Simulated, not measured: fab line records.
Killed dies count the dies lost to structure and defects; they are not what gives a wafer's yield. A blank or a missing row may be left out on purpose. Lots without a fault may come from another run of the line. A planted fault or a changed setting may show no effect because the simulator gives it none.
Which tool did it?    flow sky130    11 lots, 33 wafers sampled, at 2 steps of a route of 708

== WHAT THE GAUGES SHOWED, per wafer ==
SKY_METAL1_OVL_MEAS_16.
lot   measured      on          METAL1_OVL (nm)
L111  day 34 11:34  overlay-01  4 -8 -5
L113  day 35 19:49  overlay-02  5 4 7
L115  day 36 11:34  overlay-02  -6 -10 -4
L114  day 36 14:34  overlay-01  0 1 2
L120  day 37 17:05  overlay-01  -3 1 0
L122  day 38 08:17  overlay-01  0 -1 -6
L123  day 38 08:55  overlay-02  -8 -8 -8
L125  day 38 20:49  overlay-01  -6 -8 -8
L126  day 39 04:49  overlay-01  3 3 3
L129  day 39 20:09  overlay-01  -5 -4 -9
L128  day 39 22:23  overlay-02  -2 -3 -1

== TOOL THAT RAN EACH LOT (tool first, then ch and the chambers of the sampled wafers, then the start) ==
lot   SKY_METAL1_SPUTTER_04
L111  pvdSputter-01, day 33 08:38
L113  pvdSputter-03, day 34 17:25
L115  pvdSputter-04, day 35 08:59
L114  pvdSputter-04, day 35 11:52
L120  pvdSputter-03, day 36 14:20
L122  pvdSputter-03, day 37 06:08
L123  pvdSputter-04, day 37 06:20
L125  pvdSputter-04, day 37 19:02
L126  pvdSputter-03, day 38 03:47
L129  pvdSputter-04, day 38 18:50
L128  pvdSputter-01, day 38 21:14
- SKY_METAL1_SPUTTER_04: material TiN, target thk 70 nm, time 58.3 s.

== THE ANSWER, worked out from the rows above alone ==
Rule: the lots themselves supply what counts as usual. The widest of any qualifying gaps counts: lots, ordered by their means at a reading, are off when they make up no more than a third of the lots, leave a main group of 4 or more, and stand apart from it by 3 or more times the standard deviation of that group's means. A main group is skipped when, at the precision printed for the reading in the tables above, its means are all equal. A lot without any number at a reading at which 4 lots or more have one is off too. All remaining lots with rows at the step are treated as sound.
No lot is off at any reading shown: from this, nothing can be told.

== WHAT THE SIMULATOR PUT IN ==
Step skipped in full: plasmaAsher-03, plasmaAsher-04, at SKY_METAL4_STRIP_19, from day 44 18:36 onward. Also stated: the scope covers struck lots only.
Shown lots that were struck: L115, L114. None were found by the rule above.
